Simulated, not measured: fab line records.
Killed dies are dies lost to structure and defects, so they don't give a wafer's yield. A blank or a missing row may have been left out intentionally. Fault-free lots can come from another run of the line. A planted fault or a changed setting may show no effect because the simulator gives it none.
fab line records | flow gf180mcu | part 1 of 2: steps 1 to 27 of 37
record: lots: 5 wafers: 15 last-day: 34
route steps=602 shown CONTACT@297 M1@315
lots that met no fault: from a run of the same line without faults
start-h: start of the lot's first displayed wafer, in hours after the record's first day | wait-h: hours from the lot's prior step to this one | " repeats the value in the row above | L1.1+2: a row that stands for several wafers | - value missing, or start not given | * or withheld: withheld | < > ~ a bound
route shown NAME@n: a module of which the file shows steps, and the number in the route of the first | usual: mean/standard deviation of fault-free wafers | same: alike in all rows | chamber/n: place in a boat | sites: each site's reading | _std_site: standard deviation across them | _edge_site: outer sites' mean less inner sites' | radius-mm: for every site, how far away it sits from the centre of the wafer | mask NAME#n: copy n | behind: the most recent tool/chamber to have shaped the wafer | hold: why the lot was held/for how many hours/how that ended | device: whichever transistor did not switch (one of n, p or np) | end of line: at the end of the route, the tests of the same wafers | a step without rows: its recipe alone | killed: the dies lost at the first sort to structure and to defects; this is not the yield of the wafer | map: a wafer's dies, x killed, . not, _ none there
set.NAME: the setting the step ran with; set.NAME@STEP: the setting that earlier step ran with | model.NAME: the simulator's own value behind a step, which no gauge read
lots seen at some steps along the route; tables by step, rows by wafer
services: a tool's chamber out of use, with start hour (start-h, from the record's first day; less than 0 if before it), hours out, and reason
== steps ==
step: GF_CONTACT_SOFTBAKE_10
recipe: temp-c: 130 time-s: 60 resist: KrF
usual: plate-temp-C: 130.00/0.12
columns lot.wafer tool chamber start-h wait-h plate-temp-C
L074.1 litho-track-03 0 - - 130.25
L074.2 " 0 " " 130.02
L074.3 " 0 " " 129.90
L076.2 litho-track-03 0 - - 130.11
L076.5 " 0 " " 130.21
L076.6 " 0 " " 130.29
L086.2 litho-track-01 0 - - 130.04
L086.4 " 0 " " 129.88
L086.6 " 0 " " 129.87
L096.1 litho-track-01 0 - - 130.07
L096.2 " 0 " " 130.03
L096.3 " 0 " " 129.93
L097.2 litho-track-01 0 - - 130.05
L097.4 " 0 " " 129.85
L097.6 " 0 " " 129.91
step: GF_CONTACT_EXPOSE_11
recipe: mask-id: Contact target-cd-nm: 220 na: 0.68 source-shape: conventional sigma-outer: 0.6 dose-mj: 38
columns lot.wafer tool chamber start-h wait-h mask
L074.1+2+3 krf-scanner-01 0 - - Contact#0
L076.2+5+6 krf-scanner-01 0 - - Contact#0
L086.2+4+6 krf-scanner-01 0 - - Contact#0
L096.1+2+3 krf-scanner-01 0 - - Contact#0
L097.2+4+6 krf-scanner-02 0 - - Contact#0
step: GF_CONTACT_PEB_12
recipe: peb-temp-c: 135 peb-time-s: 90 resist: KrF
usual: plate-temp-C: 135.02/0.15
columns lot.wafer tool chamber start-h wait-h plate-temp-C
L074.1 litho-track-01 0 - - 135.00
L074.2 " 0 " " 135.17
L074.3 " 0 " " 134.95
L076.2 litho-track-01 0 - - 134.94
L076.5 " 0 " " 135.18
L076.6 " 0 " " 134.93
L086.2 litho-track-04 0 - - 135.01
L086.4 " 0 " " 135.07
L086.6 " 0 " " 135.21
L096.1 litho-track-04 0 - - 135.32
L096.2 " 0 " " 135.36
L096.3 " 0 " " 135.09
L097.2 litho-track-04 0 - - 135.11
L097.4 " 0 " " 135.04
L097.6 " 0 " " 134.76
step: GF_CONTACT_DEVELOP_13
recipe: develop-time-s: 60 resist: KrF dev-temp-c: 21
columns lot.wafer tool chamber start-h wait-h
L074.1+2+3 litho-track-01 0 360.97 0.2
L076.2+5+6 litho-track-01 0 376.65 0.2
L086.2+4+6 litho-track-04 0 470.83 0.2
L096.1+2+3 litho-track-04 0 551.11 0.2
L097.2+4+6 litho-track-04 0 556.43 0.2
step: GF_CONTACT_CD_MEAS_14
recipe: target-cd-nm: 220
usual: cd-nm: 219.5/2
columns lot.wafer tool chamber start-h wait-h cd-nm
L074.1 cd-sem-01 - 361.12 0.1 224.1
L074.2 " - " " 223.1
L074.3 " - " " 221.5
L076.2 cd-sem-01 - 376.79 0.1 221.5
L076.5 " - " " 221.3
L076.6 " - " " 221.7
L086.2 cd-sem-02 - 470.98 0.1 217.5
L086.4 " - " " 218.9
L086.6 " - " " 218.1
L096.1 cd-sem-01 - 551.26 0.1 219.0
L096.2 " - " " 219.9
L096.3 " - " " 217.6
L097.2 cd-sem-01 - 556.58 0.1 218.0
L097.4 " - " " 217.0
L097.6 " - " " 219.8
step: GF_CONTACT_OVL_MEAS_15
usual: CONTACT_OVL: 4/4.9
columns lot.wafer tool chamber start-h wait-h CONTACT_OVL[nm]
L074.1 overlay-02 - 361.24 0.1 7
L074.2 " - " " 1
L074.3 " - " " 5
L076.2 overlay-01 - 376.90 0.1 7
L076.5 " - " " 8
L076.6 " - " " 5
L086.2 overlay-01 - 471.08 0.1 0
L086.4 " - " " -11
L086.6 " - " " -8
L096.1 overlay-01 - 551.38 0.1 3
L096.2 " - " " 6
L096.3 " - " " 3
L097.2 overlay-01 - 556.68 0.1 10
L097.4 " - " " -1
L097.6 " - " " 10
step: GF_CONTACT_ETCH_16
recipe: chemistry: N2/H2 target-depth-a: withheld overetch-a: withheld time-s: withheld target: BARC ion-energy-ev: 200 source-w: 500 bias-w: 100 pressure-mtorr: 30 n2-flow-sccm: 100 h2-flow-sccm: 200
usual: chamber-pressure-mTorr: 30.001/0.028 drypump-motor-current-A: 5.5/0.47 oes-product-au: 0.854/0.0046 throttle-valve-pct: 13.225/0.009
columns lot.wafer tool chamber start-h wait-h chamber-pressure-mTorr drypump-motor-current-A oes-product-au throttle-valve-pct
L074.1 rie-diel-01 0 361.28 0.0 30.041 5.4 0.851 13.218
L074.2 " 1 " " 30.060 5.9 0.854 13.228
L074.3 " 2 " " 30.023 6.2 0.847 13.219
L076.2 rie-diel-03 1 376.93 0.0 29.970 5.6 0.852 13.236
L076.5 " 1 " " 30.001 5.6 0.846 13.216
L076.6 " 2 " " 29.977 5.6 0.850 13.222
L086.2 rie-diel-04 0 471.11 0.0 29.961 6.2 0.855 13.234
L086.4 " 1 " " 29.976 5.0 0.856 13.228
L086.6 " 1 " " 30.006 5.0 0.859 13.222
L096.1 rie-diel-03 0 551.41 0.0 30.019 4.8 0.855 13.217
L096.2 " 1 " " 29.996 5.6 0.857 13.226
L096.3 " 2 " " 30.052 5.6 0.850 13.226
L097.2 rie-diel-03 0 556.71 0.0 30.013 4.8 0.855 13.207
L097.4 " 3 " " 30.000 5.5 0.863 13.225
L097.6 " 3 " " 30.050 5.4 0.860 13.232
step: GF_CONTACT_ETCH_17
recipe: chemistry: C4F8/O2/Ar mask-material: KrF target: SiO2 stop-on: CoSi2 source-w: 1500 bias-w: 1200 pressure-mtorr: 40 c4f8-flow-sccm: withheld O2_flow_sccm: 6 Ar_flow_sccm: 300 time-s: withheld target-depth-a: 8600
usual: chamber-pressure-mTorr: 40.00/0.039 oes-product-au: 0.814/0.005
columns lot.wafer tool chamber start-h wait-h chamber-pressure-mTorr oes-product-au
L074.1 rie-diel-01 0 - - 39.97 0.816
L074.2 " 1 " " 39.95 0.815
L074.3 " 2 " " 39.94 0.813
L076.2 rie-diel-03 1 - - 40.06 0.812
L076.5 " 1 " " 39.99 0.815
L076.6 " 2 " " 40.01 0.821
L086.2 rie-diel-04 0 - - 39.94 0.816
L086.4 " 1 " " 40.06 0.812
L086.6 " 1 " " 39.95 0.814
L096.1 rie-diel-03 0 - - 39.99 0.811
L096.2 " 1 " " 40.02 0.817
L096.3 " 2 " " 39.96 0.812
L097.2 rie-diel-03 0 - - 39.95 0.813
L097.4 " 3 " " 39.95 0.821
L097.6 " 3 " " 39.96 0.813
step: GF_CONTACT_STRIP_18
recipe: chemistry: O2/N2 power-w: 1400 pressure-mtorr: 1500 platen-temp-c: 250 o2-flow-sccm: 3000 n2-flow-sccm: 300 overash-fraction: 0.5
usual: chamber-pressure-mTorr: 1499.9/1.3 drypump-motor-current-A: 5.9/0.52 heater-power-w: 327/30 oes-product-au: 0.579/0.0043
columns lot.wafer tool chamber start-h wait-h chamber-pressure-mTorr drypump-motor-current-A heater-power-w oes-product-au rf-hours-counter-h
L074.1 plasma-asher-03 0 361.44 - 1500.2 6.6 319 0.578 26
L074.2 " 1 " " 1499.7 6.6 366 0.576 26
L074.3 " 0 " " 1498.0 6.6 313 0.576 -
L076.2 plasma-asher-04 1 377.09 - 1499.3 5.2 281 0.579 66
L076.5 " 1 " " 1499.9 5.2 287 0.565 -
L076.6 " 0 " " 1500.1 5.6 318 0.570 -
L086.2 plasma-asher-04 0 471.28 - 1498.6 5.6 320 0.580 77
L086.4 " 0 " " 1501.4 5.6 324 0.585 -
L086.6 " 0 " " 1499.5 5.6 317 0.577 -
L096.1 plasma-asher-04 0 551.57 - 1500.4 5.6 319 0.582 84
L096.2 " 1 " " 1501.7 5.2 287 0.577 84
L096.3 " 1 " " 1500.4 5.2 284 0.579 -
L097.2 plasma-asher-04 0 556.87 - 1499.4 5.6 326 0.577 85
L097.4 " 0 " " 1500.0 5.6 324 0.587 -
L097.6 " 0 " " 1503.2 5.6 324 0.581 -
step: GF_CONTACT_CLEAN_19
recipe: chemistry: SPM
columns lot.wafer tool chamber start-h wait-h
L074.1+2+3 wet-bench-01 1 361.54 0.1
L076.2+5+6 wet-bench-04 2 377.19 0.1
L086.2+4+6 wet-bench-04 2 471.38 0.1
L096.1+2+3 wet-bench-02 0 551.67 0.1
L097.2+4+6 wet-bench-04 2 556.97 0.1
step: GF_CONTACT_CLEAN_20
recipe: chemistry: DIW
columns lot.wafer tool chamber start-h wait-h
L074.1+2+3 wet-bench-02 3 361.63 0.0
L076.2+5+6 wet-bench-01 3 377.29 0.0
L086.2+4+6 wet-bench-02 2 471.48 0.0
L096.1+2+3 wet-bench-04 3 551.78 0.0
L097.2+4+6 wet-bench-02 2 557.07 0.0
step: GF_CONTACT_CLEAN_21
recipe: chemistry: dHF time-s: 20 dilution: 100:1 dry: ipa-marangoni
columns lot.wafer tool chamber start-h wait-h
L074.1+2+3 wet-bench-04 0 361.73 0.0
L076.2+5+6 wet-bench-02 1 377.38 0.0
L086.2+4+6 wet-bench-04 3 471.58 0.0
L096.1+2+3 wet-bench-02 3 551.88 0.0
L097.2+4+6 wet-bench-01 3 557.17 0.0
step: GF_CONTACT_SPUTTER_22
recipe: material: Ti target-thk-nm: 15 chamber-pressure-pa: 5 power-w: 2500 substrate-temp-c: 200 time-s: 80.02
usual: throttle-valve-pct: 30.0/0.72
columns lot.wafer tool chamber start-h wait-h throttle-valve-pct
L074.1 pvd-sputter-03 - 361.74 0.0 30.2
L074.2 " - " " 29.3
L074.3 " - " " 29.7
L076.2 pvd-sputter-03 - 377.40 0.0 29.9
L076.5 " - " " 29.8
L076.6 " - " " 29.6
L086.2 pvd-sputter-04 - 471.59 0.0 31.4
L086.4 " - " " 29.7
L086.6 " - " " 29.9
L096.1 pvd-sputter-03 - 551.89 0.0 29.4
L096.2 " - " " 30.1
L096.3 " - " " 29.3
L097.2 pvd-sputter-04 - 557.19 0.0 29.8
L097.4 " - " " 30.3
L097.6 " - " " 30.5
step: GF_CONTACT_SPUTTER_23
recipe: material: TiN target-thk-nm: 10 chamber-pressure-pa: 5 power-w: 4000 time-s: 40
usual: throttle-valve-pct: 30.0/0.7
columns lot.wafer tool chamber start-h wait-h throttle-valve-pct
L074.1 pvd-sputter-03 - 361.80 0.0 30.1
L074.2 " - " " 29.5
L074.3 " - " " 30.0
L076.2 pvd-sputter-03 - 377.46 0.0 29.8
L076.5 " - " " 30.3
L076.6 " - " " 29.4
L086.2 pvd-sputter-04 - 471.65 0.0 31.3
L086.4 " - " " 29.2
L086.6 " - " " 29.7
L096.1 pvd-sputter-03 - 551.95 0.0 30.0
L096.2 " - " " 30.3
L096.3 " - " " 29.6
L097.2 pvd-sputter-04 - 557.26 0.0 30.2
L097.4 " - " " 30.5
L097.6 " - " " 30.6
step: GF_CONTACT_CVD_24
recipe: material: W target-thk-nm: 300 time-s: 90.339 temp-c: 400 pressure-torr: 40
usual: heater-power-w: 835/44
columns lot.wafer tool chamber start-h wait-h heater-power-w
L074.1 cvd-w-01 0 361.84 0.0 884
L074.2 " 1 " " 833
L074.3 " 1 " " 842
L076.2 cvd-w-01 0 377.50 0.0 858
L076.5 " 1 " " 853
L076.6 " 0 " " 854
L086.2 cvd-w-01 0 471.69 0.0 851
L086.4 " 0 " " 860
L086.6 " 0 " " 874
L096.1 cvd-w-01 1 551.99 0.0 836
L096.2 " 0 " " 873
L096.3 " 1 " " 847
L097.2 cvd-w-01 0 557.29 0.0 872
L097.4 " 1 " " 832
L097.6 " 1 " " 865
step: GF_CONTACT_RS_MEAS_25
recipe: thk-meas-gauge: four-point-probe reads: W_of_CONTACT_CVD_24+TiN_of_CONTACT_SPUTTER_23+Ti_of_CONTACT_SPUTTER_22
usual: CONTACT_W_RS: 0.382/0.0037
columns lot.wafer tool chamber start-h wait-h CONTACT_W_RS[ohm/sq]
L074.1 film-metro-03 - 361.94 0.1 0.378
L074.2 " - " " 0.382
L074.3 " - " " 0.379
L076.2 film-metro-03 - 377.62 0.1 0.388
L076.5 " - " " 0.385
L076.6 " - " " 0.389
L086.2 film-metro-03 - 471.81 0.1 0.384
L086.4 " - " " 0.382
L086.6 " - " " 0.381
L096.1 film-metro-03 - 552.09 0.1 0.389
L096.2 " - " " 0.385
L096.3 " - " " 0.388
L097.2 film-metro-03 - 557.41 0.1 0.387
L097.4 " - " " 0.385
L097.6 " - " " 0.382
step: GF_CONTACT_THK_MEAS_26
recipe: thk-meas-gauge: xrf reads: W_of_CONTACT_CVD_24
usual: CONTACT_W_THK: 299/3.4
columns lot.wafer tool chamber start-h wait-h CONTACT_W_THK[nm]
L074.1 film-metro-03 - 362.06 0.1 301
L074.2 " - " " 298
L074.3 " - " " 300
L076.2 film-metro-03 - 377.73 0.1 294
L076.5 " - " " 297
L076.6 " - " " 294
L086.2 film-metro-03 - 471.92 0.1 294
L086.4 " - " " 298
L086.6 " - " " 297
L096.1 film-metro-03 - 552.21 0.1 295
L096.2 " - " " 297
L096.3 " - " " 294
L097.2 film-metro-03 - 557.52 0.1 294
L097.4 " - " " 296
L097.6 " - " " 298
step: GF_CONTACT_CMP_27
recipe: stop-on: SiO2 down-force-psi: 3.5 platen-rpm: 60 t-overpolish-s: 15 target-thk-nm: 0 pad-velocity-m-s: 0.94248
usual: motor-current-A: 11.1/1 overpolish-run-s: 15.001/0.0087 time-to-endpoint-s: 73/3.3
columns lot.wafer tool chamber start-h wait-h motor-current-A overpolish-run-s time-to-endpoint-s
L074.2 cmp-02 1 362.12 0.0 11.6 15.019 72
L074.1 " 2 " " 11.5 14.997 70
L074.3 " 3 " " 11.4 15.009 72
L076.2 cmp-01 3 377.93 0.2 9.4 15.002 75
L076.5 " 0 " " 10.2 14.995 73
L076.6 " 1 " " 10.5 14.996 72
L086.4 cmp-01 1 471.97 0.0 10.7 15.005 76
L086.2 " 3 " " 9.7 15.008 74
L086.6 " 2 " " 13.0 15.009 76
L096.1 cmp-02 2 552.27 0.1 11.6 15.000 72
L096.2 " 3 " " 11.6 15.007 74
L096.3 " 0 " " 9.5 14.997 76
L097.2 cmp-01 1 557.59 0.1 11.1 15.007 75
L097.4 " 3 " " 9.1 14.989 77
L097.6 " 1 " " 11.0 14.993 75
step: GF_M1_SPUTTER_00
recipe: material: Ti target-thk-nm: 37.5 arriving-ion-energy-ev: 80 substrate-temp-c: 200 chamber-pressure-pa: 2 power-w: 4000 time-s: 150
usual: throttle-valve-pct: 29.8/0.8
columns lot.wafer tool chamber start-h wait-h throttle-valve-pct
L074.1 pvd-sputter-04 - 362.42 0.2 30.4
L074.2 " - " " 29.7
L074.3 " - " " 29.4
L076.2 pvd-sputter-01 - 378.08 0.1 28.9
L076.5 " - " " 29.7
L076.6 " - " " 28.9
L086.2 pvd-sputter-01 - 472.27 0.1 28.6
L086.4 " - " " 30.9
L086.6 " - " " 29.2
L096.1 pvd-sputter-04 - 552.57 0.2 30.0
L096.2 " - " " 31.4
L096.3 " - " " 30.7
L097.2 pvd-sputter-01 - 557.89 0.2 28.5
L097.4 " - " " 31.3
L097.6 " - " " 31.0
step: GF_M1_SPUTTER_01
recipe: material: TiN target-thk-nm: 30 power-w: 6500 time-s: 25 chamber-pressure-pa: 0.4
usual: throttle-valve-pct: 29.8/0.77
columns lot.wafer tool chamber start-h wait-h throttle-valve-pct
L074.1 pvd-sputter-04 - 362.52 0.1 30.6
L074.2 " - " " 29.9
L074.3 " - " " 29.4
L076.2 pvd-sputter-01 - 378.18 0.1 28.8
L076.5 " - " " 29.2
L076.6 " - " " 28.6
L086.2 pvd-sputter-01 - 472.37 0.1 28.7
L086.4 " - " " 30.9
L086.6 " - " " 28.9
L096.1 pvd-sputter-04 - 552.67 0.1 30.0
L096.2 " - " " 31.4
L096.3 " - " " 30.5
L097.2 pvd-sputter-01 - 557.99 0.1 28.6
L097.4 " - " " 31.1
L097.6 " - " " 31.1
step: GF_M1_SPUTTER_02
recipe: material: AlCu target-thk-nm: 450 power-w: 10600 time-s: 23.9 chamber-pressure-pa: 0.4
usual: throttle-valve-pct: 29.8/0.76
columns lot.wafer tool chamber start-h wait-h throttle-valve-pct
L074.1 pvd-sputter-04 - 362.55 0.0 30.3
L074.2 " - " " 30.1
L074.3 " - " " 29.5
L076.2 pvd-sputter-01 - 378.21 0.0 28.8
L076.5 " - " " 29.3
L076.6 " - " " 28.8
L086.2 pvd-sputter-01 - 472.40 0.0 28.8
L086.4 " - " " 31.1
L086.6 " - " " 28.6
L096.1 pvd-sputter-04 - 552.70 0.0 29.8
L096.2 " - " " 31.4
L096.3 " - " " 30.6
L097.2 pvd-sputter-01 - 558.02 0.0 28.7
L097.4 " - " " 31.0
L097.6 " - " " 30.9
step: GF_M1_SPUTTER_03
recipe: material: Ti target-thk-nm: 10 substrate-temp-c: 300 chamber-pressure-pa: 0.3 power-w: 3000 time-s: 6.7
usual: throttle-valve-pct: 29.8/0.79
columns lot.wafer tool chamber start-h wait-h throttle-valve-pct
L074.1 pvd-sputter-04 - 362.58 0.0 30.4
L074.2 " - " " 29.7
L074.3 " - " " 29.5
L076.2 pvd-sputter-01 - 378.24 0.0 28.8
L076.5 " - " " 29.4
L076.6 " - " " 28.4
L086.2 pvd-sputter-01 - 472.43 0.0 28.6
L086.4 " - " " 31.2
L086.6 " - " " 28.5
L096.1 pvd-sputter-04 - 552.73 0.0 29.7
L096.2 " - " " 31.5
L096.3 " - " " 30.3
L097.2 pvd-sputter-01 - 558.05 0.0 28.6
L097.4 " - " " 31.1
L097.6 " - " " 31.0
step: GF_M1_SPUTTER_04
recipe: material: TiN target-thk-nm: 50 power-w: 6500 time-s: 41.7 chamber-pressure-pa: 0.4
usual: throttle-valve-pct: 29.8/0.77
columns lot.wafer tool chamber start-h wait-h throttle-valve-pct
L074.1 pvd-sputter-04 - 362.60 0.0 30.6
L074.2 " - " " 30.0
L074.3 " - " " 29.5
L076.2 pvd-sputter-01 - 378.26 0.0 28.5
L076.5 " - " " 29.5
L076.6 " - " " 28.5
L086.2 pvd-sputter-01 - 472.45 0.0 28.6
L086.4 " - " " 31.1
L086.6 " - " " 28.8
L096.1 pvd-sputter-04 - 552.75 0.0 30.0
L096.2 " - " " 31.4
L096.3 " - " " 30.5
L097.2 pvd-sputter-01 - 558.07 0.0 28.6
L097.4 " - " " 30.8
L097.6 " - " " 31.4
step: GF_M1_RS_MEAS_05
recipe: thk-meas-gauge: four-point-probe reads: TiN_of_M1_SPUTTER_04+Ti_of_M1_SPUTTER_03+AlCu_of_M1_SPUTTER_02+TiN_of_M1_SPUTTER_01+Ti_of_M1_SPUTTER_00
usual: M1_ALCU_RS: 0.0696/0.00064
columns lot.wafer tool chamber start-h wait-h M1_ALCU_RS[ohm/sq]
L074.1 film-metro-03 - 362.64 0.0 0.0698
L074.2 " - " " 0.0695
L074.3 " - " " 0.0695
L076.2 film-metro-01 - 378.32 0.0 0.0695
L076.5 " - " " 0.0699
L076.6 " - " " 0.0695
L086.2 film-metro-01 - 472.51 0.0 0.0696
L086.4 " - " " 0.0700
L086.6 " - " " 0.0706
L096.1 film-metro-03 - 552.79 0.0 0.0701
L096.2 " - " " 0.0692
L096.3 " - " " 0.0702
L097.2 film-metro-03 - 558.13 0.0 0.0695
L097.4 " - " " 0.0692
L097.6 " - " " 0.0693
step: GF_M1_THK_MEAS_06
recipe: thk-meas-gauge: xrf reads: AlCu_of_M1_SPUTTER_02
usual: M1_ALCU_THK: 455/4.5
columns lot.wafer tool chamber start-h wait-h M1_ALCU_THK[nm]
L074.1 film-metro-03 - 362.76 0.1 450
L074.2 " - " " 454
L074.3 " - " " 455
L076.2 film-metro-01 - 378.43 0.1 455
L076.5 " - " " 457
L076.6 " - " " 460
L086.2 film-metro-01 - 472.62 0.1 457
L086.4 " - " " 456
L086.6 " - " " 452
L096.1 film-metro-03 - 552.91 0.1 451
L096.2 " - " " 456
L096.3 " - " " 450
L097.2 film-metro-03 - 558.24 0.1 458
L097.4 " - " " 459
L097.6 " - " " 456
step: GF_M1_DEHYDRATE_07
recipe: temp-c: 200 time-s: 60
usual: plate-temp-C: 199.97/0.18
columns lot.wafer tool chamber start-h wait-h plate-temp-C
L074.1 litho-track-04 0 373.06 10.3 199.81
L074.2 " 0 " " 199.94
L074.3 " 0 " " 199.90
L076.2 litho-track-04 0 389.38 10.9 200.04
L076.5 " 0 " " 199.94
L076.6 " 0 " " 199.78
L086.2 litho-track-04 0 483.58 10.9 200.17
L086.4 " 0 " " 199.96
L086.6 " 0 " " 199.79
L096.1 litho-track-02 0 563.05 10.1 200.30
L096.2 " 0 " " 200.25
L096.3 " 0 " " 200.34
L097.2 litho-track-02 0 569.13 10.9 199.93
L097.4 " 0 " " 199.90
L097.6 " 0 " " 199.94
step: GF_M1_HMDS_08
recipe: prime-time-s: 60 prime-temp-c: 120
columns lot.wafer tool chamber start-h wait-h
L074.1+2+3 litho-track-04 0 373.21 0.1
L076.2+5+6 litho-track-04 0 389.53 0.1
L086.2+4+6 litho-track-04 0 483.73 0.1
L096.1+2+3 litho-track-02 0 563.20 0.1
L097.2+4+6 litho-track-02 0 569.28 0.1
